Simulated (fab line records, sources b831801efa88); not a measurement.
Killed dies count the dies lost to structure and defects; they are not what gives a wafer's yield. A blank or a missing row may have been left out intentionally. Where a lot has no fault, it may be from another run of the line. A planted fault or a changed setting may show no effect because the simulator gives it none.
A struck lot beside a sound one / flow gf180mcu / 18 steps out of a route of 602
Sound: these wafers, L245.2, L245.3, L245.5. Wafers L253.1, L253.2, L253.6 were the ones struck. At the end, the cause is stated.
For every step that has rows: the tool of each side, followed by ch and its chambers, followed by its first start. Under that, the readings that differ: sound wafers / struck wafers / difference of the means / sigmas: that difference in standard deviations of wafers without a fault.
alike: a reading whose means differ by less than 2 such deviations, as well as words and numbers matching on both sides. not compared: withheld readings; readings where some wafer has no value; bounds like >300 that might hide an equal value; numbers whose values overlap and for which the record gives no deviation.
Wherever a step has rows on one side only, a row that says differs or no value, or a row with sigmas, the two part there. Numbers that don't overlap but have no deviation are shown without sigmas and don't part them. Lack of a reading on every wafer of one side parts them only where that side has two or more wafers.

first, 2 steps without rows for these wafers: GF_CONTACT_PEB_12 (peb time 90 s); GF_CONTACT_DEVELOP_13 (develop time 60 s).
GF_CONTACT_CD_MEAS_14: the cd target is 220 nm.
  sound on cd_sem-02, day 18 18:10; struck on cd_sem-02, day 21 23:05
  alike: cd_nm
GF_CONTACT_OVL_MEAS_15:
  sound on overlay-02, day 18 18:17; struck on overlay-01, day 21 23:13
  alike: CONTACT_OVL
GF_CONTACT_ETCH_16: etches BARC in N2/H2.
  sound on rie_diel-01 ch 0,1,3, day 18 18:19; struck on rie_diel-03 ch 0,2,3, day 21 23:14
  alike: bias_w, chamber_pressure_mTorr, drypump_motor_current_A, oes_product_au, throttle_valve_pct
then, 1 step without rows for these wafers: GF_CONTACT_ETCH_17 (etches SiO2 in C4F8/O2/Ar, stops on CoSi2, target depth 860 nm).
GF_CONTACT_STRIP_18: strips in O2/N2.
  sound on plasma_asher-01 ch 0,1, day 18 18:28; struck on plasma_asher-03 ch 0,1, day 21 23:24
  alike: chamber_pressure_mTorr, drypump_motor_current_A, heater_power_w, oes_product_au
  not compared: rf_hours_counter_h
then, 3 steps without rows for these wafers: GF_CONTACT_CLEAN_19 (cleans in SPM); GF_CONTACT_CLEAN_20 (cleans in DIW); GF_CONTACT_CLEAN_21 (cleans in dHF, time 20 s).
GF_CONTACT_SPUTTER_22: material Ti, target thk 15 nm, time 80.02 s.
  sound on pvd_sputter-04, day 18 18:47; struck on pvd_sputter-02, day 21 23:42
  alike: chamber_pressure_pa, throttle_valve_pct
GF_CONTACT_SPUTTER_23: material TiN, target thk 10 nm, time 40 s.
  sound on pvd_sputter-04, day 18 18:50; struck on pvd_sputter-02, day 21 23:46
  alike: chamber_pressure_pa, throttle_valve_pct
GF_CONTACT_CVD_24: deposits W, target thk 300 nm, time 90.339 s.
  sound on cvd_w-02 ch 0,1, day 18 18:53; struck on cvd_w-01 ch 0,1, day 21 23:48
reading=heater_power_outer_w (W); sound=547 566 525; struck=428 478 482; difference=-83; sigmas=-3
reading=heater_power_w (W); sound=882 900 844; struck=776 762 752; difference=-112; sigmas=-4
reading=susceptor_temp_C (C); sound=400.11 400.30 399.78; struck=381.70 381.78 381.70; difference=-18.34; sigmas=-73
reading=model.W_of_CONTACT_CVD_24.thk_nm (nm); sound=302.9 301.4 302; struck=222.4 215.8 216.2; difference=-84.0; sigmas=
GF_CONTACT_RS_MEAS_25: the measuring method here is four-point-probe.
  sound on film_metro-03, day 18 19:00; struck on film_metro-02, day 21 23:54
reading=CONTACT_W_RS (ohm/sq); sound=0.379 0.380 0.379; struck=0.518 0.534 0.533; difference=+0.149; sigmas=+36
GF_CONTACT_THK_MEAS_26: measures by xrf.
  sound on film_metro-03, day 18 19:07; struck on film_metro-02, day 22 00:01
reading=CONTACT_W_THK (nm); sound=303 299 299; struck=221 214 216; difference=-83; sigmas=-23
GF_CONTACT_CMP_27: polishes, stops on SiO2, t overpolish 15 s, target thk 0 nm.
  sound on cmp-02 ch 0,1,2, day 18 19:10; struck on cmp-02 ch 1,3, day 22 00:08
reading=time_to_endpoint_s (s); sound=70 74 80; struck=50 56 50; difference=-23; sigmas=-6
  alike: motor_current_A
GF_M1_SPUTTER_00: material Ti, target thk 37.5 nm, time 150 s.
  sound on pvd_sputter-01, day 18 19:28; struck on pvd_sputter-01, day 22 00:23
  alike: chamber_pressure_pa, throttle_valve_pct
after that, 1 step had no rows for these wafers: GF_PASSIVATION_PROBE_99.

WHERE THEY PART
Earliest at GF_CONTACT_CVD_24; latest, in this record, at GF_CONTACT_CMP_27. Later steps at which nothing parts them and some readings are alike: GF_M1_SPUTTER_00.

WHY: what the simulator had put in
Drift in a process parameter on cvd_w-01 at GF_CONTACT_CVD_24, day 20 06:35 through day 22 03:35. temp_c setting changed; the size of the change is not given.
